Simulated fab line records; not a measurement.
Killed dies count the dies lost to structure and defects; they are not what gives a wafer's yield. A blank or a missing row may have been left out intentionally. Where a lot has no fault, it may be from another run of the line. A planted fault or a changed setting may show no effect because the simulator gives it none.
2 desks, one fault + flow gf180mcu + numbers are kept per desk, each desk with only its own; the story behind them comes last

FOR THE TOOL OWNER'S DESK: implanter-04
The tool's own readings at GF_VT_IMPLANT_IMPLANT_19: means of the sampled wafers that have a number, for each lot that ran on this tool. If a lot's mean is further than 4 standard deviations from the usual mean, the lot is out of limits and carries the mark OUT (the distance appears in the brackets).
Columns: A = doseIonsCm2 at GF_VT_IMPLANT_IMPLANT_19, usual 4.35e+12; B = faradayCurrentUA at GF_VT_IMPLANT_IMPLANT_19, usual 24.6; C = tiltDeg at GF_VT_IMPLANT_IMPLANT_19, usual 7.002 degrees
| lot  | first seen here | A                          | B             | C     |
|------|-----------------|----------------------------|---------------|-------|
| L569 | day 6 22:02     | 4.35e+12                   | 24.1          | 7.032 |
| L570 | day 7 09:05     | 4.35e+12                   | 24.4          | 6.998 |
| L573 | day 8 07:49     | 4.34e+11 (-99 or more) OUT | 2.5 (-46) OUT | 7.011 |
| L574 | day 8 12:26     | 4.31e+11 (-99 or more) OUT | 2.5 (-46) OUT | 6.988 |
This desk's verdict: out of limits on L573, L574, starting with L573 at day 8 07:49 (doseIonsCm2 at GF_VT_IMPLANT_IMPLANT_19). Within limits: L569, L570.

FROM THE METROLOGY DESK
Lot by lot, what the gauges showed, no matter which tool ran the lot: averages of those sampled wafers that carry a number. If a lot's mean is further than 4 standard deviations from the usual mean, the lot is out of limits and carries the mark OUT (the distance appears in the brackets).
Columns: A = VT_IMPLANT_2_TW at GF_VT_IMPLANT_TW_MEAS_21, usual 1203; B = HV_LDD_TW at GF_HV_LDD_TW_MEAS_11, usual 2398; C = M1_ALCU_THK at GF_M1_THK_MEAS_06, usual 456 nm
| lot  | first seen here | A             | B    | C   |
|------|-----------------|---------------|------|-----|
| L566 | day 6 04:40     | 1202          | 2373 | 445 |
| L567 | day 6 11:50     | 1195          | 2390 | 459 |
| L568 | day 6 17:11     | 1197          | 2438 | 456 |
| L569 | day 6 22:17     | 1201          | 2407 | 456 |
| L570 | day 7 09:20     | 1219          | 2415 | 459 |
| L573 | day 8 08:02     | 579 (-71) OUT | 2440 | 461 |
| L574 | day 8 12:39     | 584 (-70) OUT | 2437 | 457 |
| L582 | day 10 12:26    | 1199          | 2440 | 457 |
| L584 | day 10 22:08    | 1206          | 2372 | 459 |
| L585 | day 11 07:43    | 1200          | 2385 | 452 |
| L586 | day 11 15:05    | 1202          | 2381 | 462 |
| L587 | day 11 20:11    | 1201          | 2421 | 457 |
| L589 | day 12 07:34    | 1197          | 2359 | 457 |
This desk's finding: out of limits on L573, L574; first on L573, day 8 08:02 (VT_IMPLANT_2_TW at GF_VT_IMPLANT_TW_MEAS_21). Within limits: L566, L567, L568, L569, L570, L582, L584, L585, L586, L587, L589.

PUT TOGETHER
An alarm could have come from the tool owner's desk at day 8 07:49, on L573, L574.
L573, L574 would have let the metrology desk raise an alarm at day 8 08:02.
The lots listed all ran GF_VT_IMPLANT_IMPLANT_19 on implanter-04.

WHAT THE SIMULATOR HAD INSERTED
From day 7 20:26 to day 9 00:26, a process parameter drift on implanter-04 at GF_VT_IMPLANT_IMPLANT_19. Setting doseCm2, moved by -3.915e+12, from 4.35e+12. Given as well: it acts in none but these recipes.
Lots struck among those shown: L573, L574.
Counting hours from when the fault started, the first reading out of limits came at 11 for the tool owner's desk and at 12 for the metrology desk.
